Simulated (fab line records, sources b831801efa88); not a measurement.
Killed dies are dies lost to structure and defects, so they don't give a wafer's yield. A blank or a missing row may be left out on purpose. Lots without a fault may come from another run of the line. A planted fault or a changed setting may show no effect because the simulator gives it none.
Which tool did it? | flow sky130 | 14 lots, 41 wafers sampled, at 3 steps of a route of 708

WHAT THE GAUGES READ, wafer by wafer
SKY_GATE_OXIDE_OVL_MEAS_10. Usual: GATE_OXIDE_OVL 1.4 nm, standard deviation 1.4.
lot  | measured     | on         | GATE_OXIDE_OVL (nm) | flag
L197 | day 14 18:14 | overlay-01 | 1.4 2.7 1.6         |
L199 | day 15 02:34 | overlay-01 | 1.3 1.5 1.1         |
L198 | day 15 02:52 | overlay-01 | 0.6 1.5 1.1         |
L200 | day 15 12:19 | overlay-02 | 0.5 1.5 1.3         |
L201 | day 15 15:20 | overlay-01 | 0.6 1.3 0.7         |
L204 | day 16 20:01 | overlay-01 | 2.6 2.7 2.0         |
L205 | day 17 05:06 | overlay-02 | 3.5 3.9 3.5         |
L212 | day 19 19:58 | overlay-02 | 1.4 0.0 0.2         |
L213 | day 19 20:54 | overlay-02 | 2.0 1.5 0.0         |
L215 | day 20 21:44 | overlay-02 | 0.8 1.0 1.2         |
L217 | day 21 11:55 | overlay-02 | 3.3 1.9 2.5         |
L218 | day 21 16:47 | overlay-02 | -0.2 -0.4 1.7       |
L219 | day 22 02:30 | overlay-01 | -0.1 -0.4 0.3       |
L220 | day 22 04:37 | overlay-02 | 0.4 2.8             |

SKY_POLY_GATE_OVL_MEAS_14. Usual: POLY_GATE_OVL -3 nm, standard deviation 4.3.
lot  | measured     | on         | POLY_GATE_OVL (nm) | flag
L197 | day 17 10:53 | overlay-02 | -9 -4 -8           |
L199 | day 17 16:15 | overlay-01 | 2 2 -3             |
L198 | day 17 19:53 | overlay-01 | -2 -3 0            |
L200 | day 18 04:47 | overlay-01 | -3 -4 -5           |
L201 | day 18 09:23 | overlay-01 | -12 -11 -7         |
L204 | day 19 16:56 | overlay-01 | -5 -7 3            |
L205 | day 20 03:51 | overlay-02 | -3 -1 4            |
L212 | day 22 15:07 | overlay-01 | -11 -2 -4          |
L213 | day 22 16:20 | overlay-02 | -1 -5 0            |
L215 | day 23 14:40 | overlay-02 | 0 -2 2             |
L217 | day 24 06:37 | overlay-02 | 2 -6 1             |
L218 | day 24 09:30 | overlay-02 | 7 0 -1             |
L219 | day 24 19:23 | overlay-01 | -8 -10 -8          |
L220 | day 24 20:56 | overlay-02 | -5 -4              |

SKY_POLY_GATE_CD_MEAS_22. Usual: cd_nm 151.3 nm, standard deviation 2.3.
lot  | measured     | on        | cd_nm (nm)        | flag
L197 | day 17 12:40 | cd_sem-01 | 155.6 148.5 149.0 |
L199 | day 17 19:35 | cd_sem-01 | 151.5 149.7 151.0 |
L198 | day 17 21:55 | cd_sem-01 | 152.7 150.4 152.0 |
L200 | day 18 07:45 | cd_sem-01 | 156.1 150.8 156.4 |
L201 | day 18 11:10 | cd_sem-02 | 150.1 150.3 148.8 |
L204 | day 19 18:40 | cd_sem-02 | 148.7 149.6 148.9 |
L205 | day 20 05:50 | cd_sem-01 | 154.5 148.1 150.7 |
L212 | day 22 16:56 | cd_sem-02 | 149.1 150.8 145.9 |
L213 | day 22 18:06 | cd_sem-02 | 147.9 150.2 150.7 |
L215 | day 23 16:24 | cd_sem-02 | 152.2 153.5 151.7 |
L217 | day 24 08:23 | cd_sem-01 | 150.7 148.3 150.6 |
L218 | day 24 11:14 | cd_sem-02 | 151.1 152.8 148.7 |
L219 | day 24 21:14 | cd_sem-01 | 148.5 152.1 148.0 |
L220 | day 24 22:43 | cd_sem-01 | 151.9 153.5       |

WHICH TOOL RAN EACH LOT (tool, then ch and the chambers of the sampled wafers, then the start)
The record holds no process step before these readings.

WHAT THE TOOLS THEMSELVES READ (means of the sampled wafers that have a number; where no wafer has one, the mark that the record gives instead)
The record holds no such reading with a usual standard deviation.

THE ANSWER, worked out from the rows above alone
Rule: a lot is off if the mean of its wafers that have a number lies more than 3 standard deviations from the usual mean. A lot without any number at a reading at which 4 lots or more have one is off too. The other lots that the step has rows for count as sound. The gauges are gone through in route order, then the tools' own readings, and for those a lot's mean is taken as printed above. The first step at which some lot is off is used, and at that step the reading that is off furthest; a lot without a number counts as furthest.
No lot is off at any reading shown: from this, nothing can be told.

WHAT THE SIMULATOR HAD PUT IN
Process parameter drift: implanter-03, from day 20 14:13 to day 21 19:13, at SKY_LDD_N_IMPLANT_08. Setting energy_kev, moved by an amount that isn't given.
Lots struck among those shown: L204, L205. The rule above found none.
